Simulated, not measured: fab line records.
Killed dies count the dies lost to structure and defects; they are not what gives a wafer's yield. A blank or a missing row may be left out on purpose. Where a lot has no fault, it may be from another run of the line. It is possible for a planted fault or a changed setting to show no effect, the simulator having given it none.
The tool behind it: which one? -- flow gf180mcu -- 6 lots with 18 wafers sampled at 2 steps, on a route of 602 steps

## WHAT THE GAUGES SHOWED, per wafer
GF_VT_IMPLANT_OVL_MEAS_29.
lot,measured,on,VT_IMPLANT_02_OVL (nm)
L337,day 7 04:22,overlay-02,0.7 0.2 0.3
L345,day 9 07:21,overlay-02,-1.6 -2.1 -0.7
L348,day 10 05:36,overlay-02,-0.9 -1.2 -1.7
L354,day 11 22:09,overlay-01,0.7 0.3 0.8
L356,day 12 08:51,overlay-02,-0.9 -0.3 -0.1
L358,day 13 00:24,overlay-02,0.6 -1.2 1.1

## WHICH TOOL RAN EACH LOT (tool, then ch and the chambers of the sampled wafers, then the start)
lot,GF_MVPSD_STRIP_10
L337,"plasmaAsher-04 ch 0,1, day 5 07:29"
L345,"plasmaAsher-01 ch 0,1, day 7 05:34"
L348,"plasmaAsher-01 ch 0,1, day 8 01:50"
L354,"plasmaAsher-04 ch 0,1, day 9 14:50"
L356,"plasmaAsher-02 ch 0,1, day 10 00:44"
L358,"plasmaAsher-02 ch 0,1, day 10 15:44"
- GF_MVPSD_STRIP_10: strips in O2/N2.

## THE ANSWER, worked out from the rows above alone
Rule: usual is defined by the lots themselves. Put in order of their means at a reading, lots are off if they are a third of the lots or fewer, leave a main group of 4 or more, and stand apart from it by a gap of 3 or more times the standard deviation of the main group's means; of several such gaps the widest counts. A main group whose means are all the same, to the digits that the tables above print for the reading, isn't used. Also off: a lot with no number at a reading for which 4 or more lots have one. Any other lot the step has rows for is counted as sound.
No lot is off at any reading shown: from this, nothing can be told.

## WHAT THE SIMULATOR HAD PUT IN
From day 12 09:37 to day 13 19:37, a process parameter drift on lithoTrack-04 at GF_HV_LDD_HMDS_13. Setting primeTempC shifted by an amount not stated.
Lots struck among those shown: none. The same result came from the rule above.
